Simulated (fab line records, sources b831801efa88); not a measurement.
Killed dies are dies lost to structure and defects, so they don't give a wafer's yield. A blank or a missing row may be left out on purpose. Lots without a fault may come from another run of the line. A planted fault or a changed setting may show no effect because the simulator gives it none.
fab line records | flow sfq_line
record lots=5 wafers=15 last_day=80
route steps=325 shown M3@122 I3@133 M4@148
lots that met no fault: from a run of the same line without faults
start_h: hours from the record's first day to the start of the lot's first wafer shown | wait_h: hours since the lot's step before | " the same as in the row above | L1.1+2: a row that stands for several wafers | - no value, or no start given | * or withheld: withheld | < > ~ a bound
route shown NAME@n: a module of which the file shows steps, and the number in the route of the first | usual: mean/standard deviation of fault-free wafers | same: alike in all rows | chamber/n: place in a boat | sites: the reading at each site | _std_site: their standard deviation | _edge_site: outer sites' mean less inner sites' | radius_mm: how far each site lies from the wafer's centre | mask NAME#n: copy n | behind: the tool/chamber that last shaped the wafer | hold: why the lot was held/for how many hours/how that ended | device: the transistor (n, p or np) that didn't switch | end of line: the same wafers' tests at the end of the route | a step without rows: its recipe alone | killed: dies lost to structure and defects at the first sort, not the wafer's yield | map: a wafer's dies, x killed, . not, _ none there
set.NAME: the setting as run; set.NAME@STEP: as run at that earlier step | model.NAME: the simulator's own value behind a step, which no gauge read
lots at some steps of the route; a table a step, a row a wafer
services: from which hour (start_h, from the record's first day; less than 0 if before it) a tool's chamber was out of use, for how many hours, and why
## steps
# step SFQ_TRILAYER_M3_LITHO_COAT_080
# recipe resist=BARC spin_rpm=3000 resist_thk_nm=62
# columns lot.wafer tool chamber start_h wait_h
L074.2+5+6 litho_track-03 0 528.35 0.1
L075.2+3+4 litho_track-02 0 531.95 0.1
L087.2+3+6 litho_track-02 0 624.79 0.1
L091.1+2+4 litho_track-02 0 667.05 0.1
L097.2+4+6 litho_track-01 0 719.90 0.1
# step SFQ_TRILAYER_M3_LITHO_COAT_075
# recipe resist=KrF spin_rpm=3000 resist_thk_nm=600
# columns lot.wafer tool chamber start_h wait_h
L074.2+5+6 litho_track-03 0 528.65 0.2
L075.2+3+4 litho_track-02 0 532.25 0.2
L087.2+3+6 litho_track-02 0 625.09 0.2
L091.1+2+4 litho_track-02 0 667.35 0.2
L097.2+4+6 litho_track-01 0 720.20 0.2
# step SFQ_TRILAYER_M3_LITHO_SOFTBAKE_079
# recipe temp_c=withheld time_s=withheld resist=KrF
# columns lot.wafer tool chamber start_h wait_h
L074.2+5+6 litho_track-03 0 528.93 0.2
L075.2+3+4 litho_track-02 0 532.53 0.2
L087.2+3+6 litho_track-02 0 625.36 0.2
L091.1+2+4 litho_track-02 0 667.65 0.2
L097.2+4+6 litho_track-01 0 720.48 0.2
# step SFQ_TRILAYER_M3_LITHO_EXPOSE_076
# recipe mask_id=M3 na=0.6 source_shape=conventional sigma_outer=0.65 target_cd_nm=500 dose_mj=14.4
# same sigma_outer=0.65
# columns lot.wafer tool chamber start_h wait_h mask
L074.2+5+6 krf_scanner-01 0 625.77 - M3#0
L075.2+3+4 krf_scanner-01 0 628.17 - M3#0
L087.2+3+6 krf_scanner-01 0 720.87 - M3#0
L091.1+2+4 krf_scanner-01 0 757.87 - M3#0
L097.2+4+6 krf_scanner-01 0 801.17 - M3#0
# step SFQ_TRILAYER_M3_LITHO_PEB_078
# recipe peb_temp_c=115 peb_time_s=60 resist=KrF
# usual heater_power_total_W=79.16/0.068
# columns lot.wafer tool chamber start_h wait_h heater_power_total_W
L074.2 litho_track-01 0 626.80 0.8 79.10
L074.5 " 0 " " 79.20
L074.6 " 0 " " 79.00
L075.2 litho_track-01 0 629.20 0.8 79.01
L075.3 " 0 " " 79.20
L075.4 " 0 " " 79.17
L087.2 litho_track-01 0 721.90 0.8 79.10
L087.3 " 0 " " 79.22
L087.6 " 0 " " 79.11
L091.1 litho_track-02 0 759.07 1.0 79.07
L091.2 " 0 " " 79.17
L091.4 " 0 " " 79.24
L097.2 litho_track-02 0 802.20 0.8 79.16
L097.4 " 0 " " 79.19
L097.6 " 0 " " 79.23
# step SFQ_TRILAYER_M3_LITHO_DEVELOP_077
# recipe time_s=60 resist=KrF
# columns lot.wafer tool chamber start_h wait_h
L074.2+5+6 litho_track-01 0 626.95 0.1
L075.2+3+4 litho_track-01 0 629.35 0.1
L087.2+3+6 litho_track-01 0 722.05 0.1
L091.1+2+4 litho_track-02 0 759.22 0.1
L097.2+4+6 litho_track-02 0 802.35 0.1
# step SFQ_M3_OVL_MEAS_921
# usual M3_OVL=-1/4.1
# columns lot.wafer tool chamber start_h wait_h M3_OVL[nm]
L074.2 overlay-02 - 627.08 0.1 -5
L074.5 " - " " -3
L074.6 " - " " -2
L075.2 overlay-02 - 629.48 0.1 -5
L075.3 " - " " -4
L075.4 " - " " -11
L087.2 overlay-01 - 722.18 0.1 2
L087.3 " - " " 3
L087.6 " - " " -1
L091.1 overlay-02 - 759.37 0.1 0
L091.2 " - " " 0
L091.4 " - " " -1
L097.2 overlay-02 - 802.48 0.1 0
L097.4 " - " " -2
L097.6 " - " " -2
# step SFQ_TRILAYER_M3_BARC_OPEN_METAL_ETCH_100
# recipe mask_material=PR chemistry=O2 target_depth_nm=125 target=BARC icp_w=600 bias_w=80 pressure_mtorr=10 time_s=41.7
# usual drypump_motor_current_A=5.19/0.17 he_backside_leak_sccm=3.45/0.18 oes_product_au=0.685/0.0049
# columns lot.wafer tool chamber start_h wait_h drypump_motor_current_A he_backside_leak_sccm oes_product_au rf_hours_counter_h
L074.2 rie_metal-01 0 627.11 0.0 5.07 3.12 0.679 81
L074.5 " 1 " " 5.15 3.51 0.682 -
L074.6 " 0 " " 5.07 3.22 0.684 -
L075.2 rie_metal-03 0 629.51 0.0 5.31 3.48 0.680 26
L075.3 " 1 " " 5.42 3.41 0.685 -
L075.4 " 0 " " 5.31 3.66 0.682 -
L087.2 rie_metal-04 1 722.21 0.0 4.85 3.67 0.681 82
L087.3 " 0 " " 5.07 3.26 0.685 -
L087.6 " 1 " " 4.85 3.69 0.685 -
L091.1 rie_metal-01 0 759.41 0.0 5.05 3.22 0.682 106
L091.2 " 1 " " 5.16 3.49 0.692 77
L091.4 " 1 " " 5.14 3.52 0.689 -
L097.2 rie_metal-01 0 802.51 0.0 5.07 3.39 0.683 113
L097.4 " 1 " " 5.17 3.78 0.686 -
L097.6 " 1 " " 5.16 3.81 0.690 -
# step SFQ_TRILAYER_M3_ETCH_METAL_ETCH_078
# recipe target=Nb stop_on=SiO2 mask_material=PR chemistry=Cl2/Ar target_depth_nm=240 icp_w=600 bias_w=80 pressure_mtorr=10 time_s=120
# usual drypump_motor_current_A=5.19/0.16 he_backside_leak_sccm=3.46/0.24 oes_product_au=0.894/0.0087
# columns lot.wafer tool chamber start_h wait_h drypump_motor_current_A he_backside_leak_sccm oes_product_au rf_hours_counter_h
L074.2 rie_metal-01 0 627.17 0.0 5.07 3.39 0.899 81
L074.5 " 1 " " 5.17 3.53 0.893 -
L074.6 " 0 " " 5.05 3.09 0.902 -
L075.2 rie_metal-03 0 629.57 0.0 5.29 3.48 0.894 26
L075.3 " 1 " " 5.39 3.46 0.877 -
L075.4 " 0 " " 5.29 3.41 0.886 -
L087.2 rie_metal-04 1 722.27 0.0 4.86 3.60 0.891 82
L087.3 " 0 " " 5.06 3.31 0.895 -
L087.6 " 1 " " 4.86 3.70 0.896 -
L091.1 rie_metal-01 0 759.47 0.0 5.07 3.29 0.900 106
L091.2 " 1 " " 5.15 3.69 0.881 77
L091.4 " 1 " " 5.18 3.76 0.881 -
L097.2 rie_metal-01 0 802.57 0.0 5.08 3.00 0.904 113
L097.4 " 1 " " 5.19 3.76 0.904 -
L097.6 " 1 " " 5.18 3.61 0.895 -
# step SFQ_TRILAYER_M3_STRIP_STRIP_079
# recipe gas=O2 power_w=200 platen_temp_c=40 overash_fraction=0.65 chemistry=O2 pressure_mtorr=50
# usual drypump_motor_current_A=5.19/0.16 he_backside_leak_sccm=3.47/0.15 oes_product_au=1.007/0.012
# columns lot.wafer tool chamber start_h wait_h drypump_motor_current_A he_backside_leak_sccm oes_product_au rf_hours_counter_h
L074.2 rie_metal-01 0 627.29 0.1 5.07 3.25 1.010 81
L074.5 " 1 " " 5.16 3.44 1.002 -
L074.6 " 0 " " 5.07 3.56 1.009 -
L075.2 rie_metal-03 0 629.69 0.1 5.28 3.67 1.004 26
L075.3 " 1 " " 5.42 3.41 1.014 -
L075.4 " 0 " " 5.28 3.57 1.007 -
L087.2 rie_metal-04 1 722.39 0.1 4.89 3.52 1.005 82
L087.3 " 0 " " 5.06 3.17 1.002 -
L087.6 " 1 " " 4.86 3.70 1.013 -
L091.1 rie_metal-01 0 759.59 0.1 5.06 3.63 1.006 106
L091.2 " 1 " " 5.17 3.56 1.022 77
L091.4 " 1 " " 5.15 3.65 1.015 -
L097.2 rie_metal-01 0 802.69 0.1 5.06 3.48 1.003 114
L097.4 " 1 " " 5.19 3.61 1.036 -
L097.6 " 1 " " 5.17 3.62 1.021 -
# step SFQ_TRILAYER_M3_STRIP_SOLV_CLEAN_080
# recipe chemistry=NMP temp_c=70 time_s=600
# columns lot.wafer tool chamber start_h wait_h
L074.2+5+6 wet_bench-02 5,4,6 627.89 0.4
L075.2+3+4 wet_bench-02 6,1,4 630.29 0.4
L087.2+3+6 wet_bench-01 4,7,6 722.99 0.4
L091.1+2+4 wet_bench-02 5,2,4 760.19 0.4
L097.2+4+6 wet_bench-03 5,6,2 803.29 0.4
# step SFQ_TRILAYER_I3_DEP_PECVD_081
# recipe material=SiO2 temp_c=150 time_s=111.11 pressure_torr=2.4 rf_w=183.3 precursor=SiH4/N2O target_thk_nm=500
# usual heater_power_w=85/15 susceptor_temp_C=149.98/0.14 throttle_valve_pct=24.8/1.2
# columns lot.wafer tool chamber start_h wait_h heater_power_w susceptor_temp_C throttle_valve_pct
L074.2 pecvd-02 1 628.07 0.0 62 150.00 22.7
L074.5 " 1 " " 63 149.92 22.4
L074.6 " 2 " " 69 150.14 23.5
L075.2 pecvd-04 2 630.47 0.0 77 149.85 24.8
L075.3 " 1 " " 110 150.19 24.7
L075.4 " 0 " " 69 150.20 25.8
L087.2 pecvd-04 0 723.17 0.0 72 150.05 26.1
L087.3 " 2 " " 77 149.86 24.7
L087.6 " 1 " " 109 149.84 24.4
L091.1 pecvd-03 1 760.37 0.0 86 150.04 26.1
L091.2 " 0 " " 94 149.99 23.8
L091.4 " 0 " " 97 150.10 23.6
L097.2 pecvd-04 2 803.47 0.0 85 150.00 24.8
L097.4 " 0 " " 70 149.91 26.1
L097.6 " 2 " " 83 150.09 24.8
# step SFQ_TRILAYER_I3_CMP_CMP_082
# recipe material=SiO2 down_force_psi=3 platen_rpm=60 pad_velocity_m_s=0.94248
# usual motor_current_A=10.0/0.53 time_to_endpoint_s=217/9.3
# columns lot.wafer tool chamber start_h wait_h motor_current_A time_to_endpoint_s
L074.2 cmp-02 3 653.28 25.2 10.1 213
L074.6 " 3 655.28 27.1 10.4 229
L074.5 " 0 " " 9.5 232
L075.2 cmp-01 2 656.92 26.4 10.5 214
L075.4 " 3 " " 10.5 223
L075.3 " 1 658.42 27.9 10.4 201
L087.3 cmp-02 0 774.78 51.6 9.5 207
L087.2 " 1 " " 10.2 220
L087.6 " 0 776.78 53.5 9.4 209
L091.4 cmp-02 1 817.01 56.6 9.9 228
L091.2 " 2 " " 8.8 217
L091.1 " 3 " " 10.2 202
L097.4 cmp-01 3 862.88 59.3 11.0 218
L097.2 " 0 " " 9.7 221
L097.6 " 0 865.38 61.8 10.1 217
# step SFQ_I3_BOW_MEAS_922
# recipe mode=bow
# usual I3_BOW=6/9.1
# columns lot.wafer tool chamber start_h wait_h I3_BOW[um]
L074.2 film_metro-02 - 656.30 2.5 14
L074.5 " - " " -6
L074.6 " - " " -6
L075.2 film_metro-02 - 659.94 2.5 18
L075.3 " - " " 13
L075.4 " - " " 15
L087.2 film_metro-02 - 777.30 1.5 7
L087.3 " - " " 14
L087.6 " - " " 1
L091.1 film_metro-04 - 819.51 1.0 16
L091.2 " - " " 18
L091.4 " - " " 1
L097.2 film_metro-04 - 865.90 2.0 9
L097.4 " - " " 11
L097.6 " - " " 21
# step SFQ_TRILAYER_I3_METRO_MEASURE_083
# usual thk_nm=200.2/1.5
# columns lot.wafer tool chamber start_h wait_h thk_nm
L074.2 film_metro-02 - 656.60 0.3 198.1
L074.5 " - " " 200.4
L074.6 " - " " 198.6
L075.2 film_metro-02 - 660.24 0.3 200.3
L075.3 " - " " 197.5
L075.4 " - " " 199.8
L087.2 film_metro-02 - 777.60 0.3 200.9
L087.3 " - " " 198.5
L087.6 " - " " 199.7
L091.1 film_metro-04 - 819.63 0.1 198.6
L091.2 " - " " 200.2
L091.4 " - " " 201.7
L097.2 film_metro-04 - 866.20 0.3 202.6
L097.4 " - " " 199.8
L097.6 " - " " 200.9
# step SFQ_TRILAYER_I3_VIA_LITHO_COAT_090
# recipe resist=BARC spin_rpm=3000 resist_thk_nm=62
# columns lot.wafer tool chamber start_h wait_h
L074.2+5+6 litho_track-01 0 657.65 0.8
L075.2+3+4 litho_track-01 0 661.29 0.8
L087.2+3+6 litho_track-04 0 778.65 0.8
L091.1+2+4 litho_track-02 0 820.83 1.0
L097.2+4+6 litho_track-02 0 867.25 0.8
# step SFQ_TRILAYER_I3_VIA_LITHO_COAT_085
# recipe resist=KrF spin_rpm=3000 resist_thk_nm=650
# columns lot.wafer tool chamber start_h wait_h
L074.2+5+6 litho_track-01 0 657.95 0.2
L075.2+3+4 litho_track-01 0 661.59 0.2
L087.2+3+6 litho_track-04 0 778.95 0.2
L091.1+2+4 litho_track-02 0 821.13 0.2
L097.2+4+6 litho_track-02 0 867.55 0.2
# step SFQ_TRILAYER_I3_VIA_LITHO_SOFTBAKE_089
# recipe temp_c=withheld time_s=withheld resist=KrF
# columns lot.wafer tool chamber start_h wait_h
L074.2+5+6 litho_track-01 0 658.23 0.2
L075.2+3+4 litho_track-01 0 661.86 0.2
L087.2+3+6 litho_track-04 0 779.23 0.2
L091.1+2+4 litho_track-02 0 821.43 0.2
L097.2+4+6 litho_track-02 0 867.82 0.2
# step SFQ_TRILAYER_I3_VIA_LITHO_EXPOSE_086
# recipe mask_id=I3 na=0.6 source_shape=conventional sigma_outer=0.65 target_cd_nm=500 dose_mj=21.3
# same sigma_outer=0.65
# columns lot.wafer tool chamber start_h wait_h mask
L074.2+5+6 krf_scanner-01 0 749.67 - I3#0
L075.2+3+4 krf_scanner-01 0 755.67 - I3#0
L087.2+3+6 krf_scanner-01 0 854.72 - I3#0
L091.1+2+4 krf_scanner-01 0 889.32 - I3#0
L097.2+4+6 krf_scanner-01 0 940.92 - I3#0
# step SFQ_TRILAYER_I3_VIA_LITHO_PEB_088
# recipe peb_temp_c=115 peb_time_s=60 resist=KrF
# usual heater_power_total_W=79.15/0.068
# columns lot.wafer tool chamber start_h wait_h heater_power_total_W
L074.2 litho_track-01 0 750.70 0.8 79.07
L074.5 " 0 " " 79.14
L074.6 " 0 " " 79.10
L075.2 litho_track-01 0 756.70 0.8 79.01
L075.3 " 0 " " 79.09
L075.4 " 0 " " 79.11
L087.2 litho_track-04 0 855.75 0.8 79.10
L087.3 " 0 " " 79.19
L087.6 " 0 " " 79.20
L091.1 litho_track-02 0 890.52 1.0 79.25
L091.2 " 0 " " 79.05
L091.4 " 0 " " 79.18
L097.2 litho_track-04 0 941.95 0.8 79.22
L097.4 " 0 " " 79.22
L097.6 " 0 " " 79.08
# step SFQ_TRILAYER_I3_VIA_LITHO_DEVELOP_087
# recipe time_s=60 resist=KrF
# columns lot.wafer tool chamber start_h wait_h
L074.2+5+6 litho_track-01 0 750.85 0.1
L075.2+3+4 litho_track-01 0 756.85 0.1
L087.2+3+6 litho_track-04 0 855.90 0.1
L091.1+2+4 litho_track-02 0 890.67 0.1
L097.2+4+6 litho_track-04 0 942.10 0.1
# step SFQ_I3_OVL_MEAS_923
# usual I3_OVL=-1/5.8
# columns lot.wafer tool chamber start_h wait_h I3_OVL[nm]
L074.2 overlay-01 - 750.98 0.1 2
L074.5 " - " " 5
L074.6 " - " " 10
L075.2 overlay-02 - 756.98 0.1 -3
L075.3 " - " " -8
L075.4 " - " " -1
L087.2 overlay-02 - 856.03 0.1 -2
L087.3 " - " " -9
L087.6 " - " " -7
L091.1 overlay-02 - 890.82 0.1 -13
L091.2 " - " " -6
L091.4 " - " " -8
L097.2 overlay-01 - 942.23 0.1 4
L097.4 " - " " -2
L097.6 " - " " 7
# step SFQ_TRILAYER_I3_VIA_BARC_OPEN_VIA_ETCH_121
# recipe mask_material=PR chemistry=O2 target_depth_nm=125 target=BARC source_w=500 bias_w=80 pressure_mtorr=30 time_s=41.7
# usual drypump_motor_current_A=5.7/0.43 oes_product_au=0.686/0.0043
# columns lot.wafer tool chamber start_h wait_h drypump_motor_current_A oes_product_au rf_hours_counter_h
L074.2 rie_diel-04 2 751.01 0.0 6.0 0.690 17
L074.5 " 3 " " 5.3 0.681 -
L074.6 " 2 " " 6.0 0.689 -
L075.2 rie_diel-04 1 757.01 0.0 6.6 0.683 47
L075.3 " 0 " " 5.7 0.684 3
L075.4 " 2 " " 6.0 0.688 17
L087.2 rie_diel-04 1 856.06 0.0 6.6 0.691 1
L087.3 " 2 " " 6.0 0.688 19
L087.6 " 0 " " 5.7 0.686 -
L091.1 rie_diel-01 2 890.86 0.0 5.8 0.682 18
L091.2 " 1 " " 5.8 0.679 1
L091.4 " 3 " " 6.2 0.687 17
L097.2 rie_diel-03 1 942.26 0.0 5.4 0.688 13
L097.4 " 2 " " 5.8 0.688 22
L097.6 " 2 " " 5.7 0.689 -
# step SFQ_TRILAYER_I3_VIA_ETCH_VIA_ETCH_088
# recipe target=SiO2 stop_on=Nb mask_material=PR taper_deg=20 chemistry=CHF3 target_depth_nm=260 source_w=500 bias_w=80 pressure_mtorr=30 time_s=withheld
# usual drypump_motor_current_A=5.7/0.44 oes_product_au=0.855/0.0059
# columns lot.wafer tool chamber start_h wait_h drypump_motor_current_A oes_product_au
L074.2 rie_diel-04 2 751.05 0.0 6.0 0.849
L074.5 " 3 " " 5.3 0.854
L074.6 " 2 " " 6.0 0.855
L075.2 rie_diel-04 1 757.05 0.0 6.6 0.856
L075.3 " 0 " " 5.7 0.849
L075.4 " 2 " " 6.0 0.856
L087.2 rie_diel-04 1 856.10 0.0 6.6 0.862
L087.3 " 2 " " 6.0 0.860
L087.6 " 0 " " 5.7 0.861
L091.1 rie_diel-01 2 890.90 0.0 5.8 0.852
L091.2 " 1 " " 5.8 0.858
L091.4 " 3 " " 6.2 0.861
L097.2 rie_diel-03 1 942.30 0.0 5.4 0.851
L097.4 " 2 " " 5.7 0.852
L097.6 " 2 " " 5.7 0.861
# step SFQ_TRILAYER_I3_VIA_STRIP_STRIP_089
# recipe gas=O2 power_w=200 platen_temp_c=40 overash_fraction=0.65 chemistry=O2 pressure_mtorr=50
# usual drypump_motor_current_A=5.5/0.35 he_backside_leak_sccm=3.59/0.29 oes_product_au=1.002/0.013
# columns lot.wafer tool chamber start_h wait_h drypump_motor_current_A he_backside_leak_sccm oes_product_au rf_hours_counter_h
L074.2 rie_metal-02 0 751.16 - 5.8 3.52 0.997 140
L074.5 " 0 " " 5.8 3.64 1.009 -
L074.6 " 1 " " 5.9 3.38 0.989 -
L075.2 rie_metal-03 1 757.16 - 5.4 4.40 1.004 43
L075.3 " 0 " " 5.3 3.66 0.986 -
L075.4 " 1 " " 5.4 3.55 1.002 -
L087.2 rie_metal-02 1 856.21 - 5.9 3.39 0.980 125
L087.3 " 1 " " 5.9 3.42 0.989 -
L087.6 " 0 " " 5.8 4.07 1.005 -
L091.1 rie_metal-03 1 891.01 - 5.4 3.56 1.014 62
L091.2 " 0 " " 5.3 3.54 0.994 70
L091.4 " 1 " " 5.4 3.61 1.013 -
L097.2 rie_metal-02 0 942.41 - 5.7 3.45 0.997 10
L097.4 " 1 " " 6.0 3.48 0.972 -
L097.6 " 1 " " 5.9 3.56 0.975 -
# step SFQ_TRILAYER_I3_VIA_STRIP_SOLV_CLEAN_090
# recipe chemistry=NMP temp_c=70 time_s=600
# columns lot.wafer tool chamber start_h wait_h
L074.2+5+6 wet_bench-01 3,5,6 751.76 0.4
L075.2+3+4 wet_bench-01 2,1,3 757.76 0.4
L087.2+3+6 wet_bench-01 5,1,6 856.81 0.4
L091.1+2+4 wet_bench-01 5,1,0 891.61 0.4
L097.2+4+6 wet_bench-03 7,6,0 943.01 0.4
# step SFQ_TRILAYER_M4_DEP_PRE_CLEAN_092
# recipe gas=Ar time_s=22.5 bias_v=250
# columns lot.wafer tool chamber start_h wait_h
L074.2+5+6 pvd_sputter-05 - 751.94 0.0
L075.2+3+4 pvd_sputter-04 - 757.94 0.0
L087.2+3+6 pvd_sputter-04 - 856.99 0.0
L091.1+2+4 pvd_sputter-05 - 891.79 0.0
L097.2+4+6 pvd_sputter-05 - 943.20 0.0
# step SFQ_TRILAYER_M4_DEP_SPUTTER_091
# recipe material=Nb base_pressure_pa=1.33e-06 chamber_pressure_pa=0.1333 substrate_temp_c=20 resputter_cathode_voltage_v=400 target_thk_nm=200 power_w=2000 time_s=133.3
# usual base_pressure_pa=1.34e-06/9e-08 throttle_valve_pct=30.7/0.78
# columns lot.wafer tool chamber start_h wait_h base_pressure_pa throttle_valve_pct
L074.2 pvd_sputter-05 - 751.97 0.0 1.43e-06 31.7
L074.5 " - " " 1.25e-06 30.6
L074.6 " - " " 1.42e-06 32.0
L075.2 pvd_sputter-04 - 757.97 0.0 1.26e-06 30.3
L075.3 " - " " 1.43e-06 31.0
L075.4 " - " " 1.28e-06 31.1
L087.2 pvd_sputter-04 - 857.02 0.0 1.38e-06 29.9
L087.3 " - " " 1.2e-06 31.7
L087.6 " - " " 1.36e-06 30.0
L091.1 pvd_sputter-05 - 891.82 0.0 1.27e-06 30.4
L091.2 " - " " 1.21e-06 30.6
L091.4 " - " " 1.28e-06 31.8
L097.2 pvd_sputter-05 - 943.23 0.0 1.36e-06 30.2
L097.4 " - " " 1.33e-06 31.2
L097.6 " - " " 1.29e-06 30.6
# step SFQ_M4_RS_MEAS_924
# recipe thk_meas_gauge=four-point-probe reads=Nb_of_TRILAYER_M4_DEP_SPUTTER_091
# usual M4_NB_RS=0.884/0.011
# columns lot.wafer tool chamber start_h wait_h M4_NB_RS[ohm/sq]
L074.2 film_metro-04 - 752.08 0.1 0.881
L074.5 " - " " 0.891
L074.6 " - " " 0.885
L075.2 film_metro-03 - 758.08 0.1 0.890
L075.3 " - " " 0.895
L075.4 " - " " 0.898
L087.2 film_metro-04 - 857.14 0.1 0.886
L087.3 " - " " 0.895
L087.6 " - " " 0.879
L091.1 film_metro-03 - 891.91 0.0 0.879
L091.2 " - " " 0.897
L091.4 " - " " 0.896
L097.2 film_metro-01 - 943.34 0.1 0.879
L097.4 " - " " 0.894
L097.6 " - " " 0.883
# step SFQ_TRILAYER_M4_LITHO_COAT_098
# recipe resist=BARC spin_rpm=3000 resist_thk_nm=62
# columns lot.wafer tool chamber start_h wait_h
L074.2+5+6 litho_track-03 0 752.29 0.1
L075.2+3+4 litho_track-03 0 758.29 0.1
L087.2+3+6 litho_track-03 0 857.35 0.1
L091.1+2+4 litho_track-04 0 892.09 0.1
L097.2+4+6 litho_track-03 0 943.55 0.1
# step SFQ_TRILAYER_M4_LITHO_COAT_093
# recipe resist=KrF spin_rpm=3000 resist_thk_nm=600
# columns lot.wafer tool chamber start_h wait_h
L074.2+5+6 litho_track-03 0 752.59 0.2
L075.2+3+4 litho_track-03 0 758.59 0.2
L087.2+3+6 litho_track-03 0 857.65 0.2
L091.1+2+4 litho_track-04 0 892.39 0.2
L097.2+4+6 litho_track-03 0 943.85 0.2
# step SFQ_TRILAYER_M4_LITHO_SOFTBAKE_097
# recipe temp_c=withheld time_s=withheld resist=KrF
# columns lot.wafer tool chamber start_h wait_h
L074.2+5+6 litho_track-03 0 752.86 0.2
L075.2+3+4 litho_track-03 0 758.86 0.2
L087.2+3+6 litho_track-03 0 857.93 0.2
L091.1+2+4 litho_track-04 0 892.69 0.2
L097.2+4+6 litho_track-03 0 944.13 0.2
# step SFQ_TRILAYER_M4_LITHO_EXPOSE_094
# recipe mask_id=M4 na=0.6 source_shape=conventional sigma_outer=0.65 target_cd_nm=500 dose_mj=14.4
# same sigma_outer=0.65
# columns lot.wafer tool chamber start_h wait_h mask
L074.2+5+6 krf_scanner-02 0 812.86 - M4#0
L075.2+3+4 krf_scanner-02 0 820.06 - M4#0
L087.2+3+6 krf_scanner-02 0 902.14 - M4#0
L091.1+2+4 krf_scanner-02 0 928.14 - M4#0
L097.2+4+6 krf_scanner-02 0 963.99 - M4#0
# step SFQ_TRILAYER_M4_LITHO_PEB_096
# recipe peb_temp_c=115 peb_time_s=60 resist=KrF
# usual heater_power_total_W=79.15/0.066
# columns lot.wafer tool chamber start_h wait_h heater_power_total_W
L074.2 litho_track-04 0 813.88 0.8 79.10
L074.5 " 0 " " 79.15
L074.6 " 0 " " 79.13
L075.2 litho_track-03 0 821.08 0.8 79.16
L075.3 " 0 " " 79.05
L075.4 " 0 " " 79.17
L087.2 litho_track-01 0 903.16 0.8 79.27
L087.3 " 0 " " 79.08
L087.6 " 0 " " 79.10
L091.1 litho_track-04 0 929.34 1.0 79.24
L091.2 " 0 " " 79.17
L091.4 " 0 " " 79.06
L097.2 litho_track-04 0 965.01 0.8 79.22
L097.4 " 0 " " 79.20
L097.6 " 0 " " 79.16
# step SFQ_TRILAYER_M4_LITHO_DEVELOP_095
# recipe time_s=60 resist=KrF
# columns lot.wafer tool chamber start_h wait_h
L074.2+5+6 litho_track-04 0 814.03 0.1
L075.2+3+4 litho_track-03 0 821.23 0.1
L087.2+3+6 litho_track-01 0 903.31 0.1
L091.1+2+4 litho_track-04 0 929.49 0.1
L097.2+4+6 litho_track-04 0 965.16 0.1
# step SFQ_M4_OVL_MEAS_926
# usual M4_OVL=3/6.6
# columns lot.wafer tool chamber start_h wait_h M4_OVL[nm]
L074.2 overlay-02 - 814.16 0.1 -5
L074.5 " - " " -1
L074.6 " - " " -1
L075.2 overlay-02 - 821.36 0.1 4
L075.3 " - " " 13
L075.4 " - " " 4
L087.2 overlay-01 - 903.44 0.1 10
L087.3 " - " " -9
L087.6 " - " " 0
L091.1 overlay-01 - 929.64 0.1 -4
L091.2 " - " " -4
L091.4 " - " " -6
L097.2 overlay-01 - 965.29 0.1 1
L097.4 " - " " 2
L097.6 " - " " -2
# step SFQ_TRILAYER_M4_BARC_OPEN_METAL_ETCH_123
# recipe mask_material=PR chemistry=O2 target_depth_nm=125 target=BARC icp_w=600 bias_w=80 pressure_mtorr=10 time_s=41.7
# usual drypump_motor_current_A=5.5/0.37 he_backside_leak_sccm=3.49/0.16 oes_product_au=0.685/0.0046
# columns lot.wafer tool chamber start_h wait_h drypump_motor_current_A he_backside_leak_sccm oes_product_au rf_hours_counter_h
L074.2 rie_metal-03 0 814.19 0.0 5.3 3.38 0.686 60
L074.5 " 0 " " 5.3 3.45 0.681 -
L074.6 " 1 " " 5.4 3.52 0.695 -
L075.2 rie_metal-02 1 821.39 0.0 5.9 3.39 0.686 118
L075.3 " 0 " " 5.7 3.74 0.683 -
L075.4 " 1 " " 5.9 3.39 0.687 -
L087.2 rie_metal-03 0 903.47 0.0 5.3 3.60 0.689 73
L087.3 " 1 " " 5.4 3.43 0.683 -
L087.6 " 0 " " 5.3 3.63 0.682 -
L091.1 rie_metal-03 0 929.67 0.0 5.3 3.41 0.683 79
L091.2 " 1 " " 5.4 3.48 0.685 70
L091.4 " 1 " " 5.4 3.51 0.679 -
L097.2 rie_metal-02 0 965.32 0.0 5.8 3.49 0.683 15
L097.4 " 1 " " 5.9 3.47 0.678 -
L097.6 " 1 " " 5.9 3.47 0.699 -
# step SFQ_TRILAYER_M4_ETCH_METAL_ETCH_096
# recipe target=Nb stop_on=SiO2 mask_material=PR chemistry=Cl2/Ar target_depth_nm=240 icp_w=600 bias_w=80 pressure_mtorr=10 time_s=120
# usual drypump_motor_current_A=5.5/0.37 he_backside_leak_sccm=3.51/0.2 oes_product_au=0.897/0.0084
# columns lot.wafer tool chamber start_h wait_h drypump_motor_current_A he_backside_leak_sccm oes_product_au rf_hours_counter_h
L074.2 rie_metal-03 0 814.25 0.0 5.3 3.52 0.889 60
L074.5 " 0 " " 5.3 3.59 0.889 -
L074.6 " 1 " " 5.4 3.57 0.887 -
L075.2 rie_metal-02 1 821.45 0.0 5.9 3.44 0.891 118
L075.3 " 0 " " 5.8 4.13 0.888 -
L075.4 " 1 " " 6.0 3.28 0.889 -
L087.2 rie_metal-03 0 903.53 0.0 5.3 3.48 0.901 73
L087.3 " 1 " " 5.4 3.50 0.893 -
L087.6 " 0 " " 5.3 3.51 0.897 -
L091.1 rie_metal-03 0 929.73 0.0 5.3 3.43 0.892 79
L091.2 " 1 " " 5.4 3.57 0.892 70
L091.4 " 1 " " 5.4 3.57 0.889 -
L097.2 rie_metal-02 0 965.38 0.0 5.8 3.70 0.901 15
L097.4 " 1 " " 5.9 3.43 0.890 -
L097.6 " 1 " " 5.9 3.52 0.902 -
## services
# columns tool chamber start_h hours kind
rie_metal-03 - 530.76 5.5 repair
rie_diel-04 0 544.16 1.6 repair
krf_scanner-01 - 545.70 0.8 repair
rie_diel-04 - 558.42 0.5 repair
rie_metal-02 - 576.12 40.3 repair
rie_diel-04 0 593.92 4.2 repair
krf_scanner-01 - 598.07 1.3 pm
krf_scanner-01 - 601.77 1.0 pm
rie_metal-02 0 609.02 1.0 repair
rie_diel-04 1 615.99 23.8 repair
pvd_sputter-05 - 625.48 2.4 repair
krf_scanner-01 - 644.77 0.8 pm
krf_scanner-01 - 661.12 0.8 pm
krf_scanner-01 - 771.07 1.0 pm
krf_scanner-01 - 773.27 1.3 pm
krf_scanner-01 - 828.59 0.9 repair
krf_scanner-01 - 830.97 0.8 pm
rie_metal-03 - 837.32 15.6 pm
rie_metal-03 - 866.77 14.6 pm
rie_metal-01 - 926.83 2.8 pm
krf_scanner-01 - 939.72 1.0 pm
rie_metal-03 1 942.42 2.1 repair
krf_scanner-01 - 949.12 1.3 pm
rie_metal-03 - 962.67 28.1 pm
## key
fault none
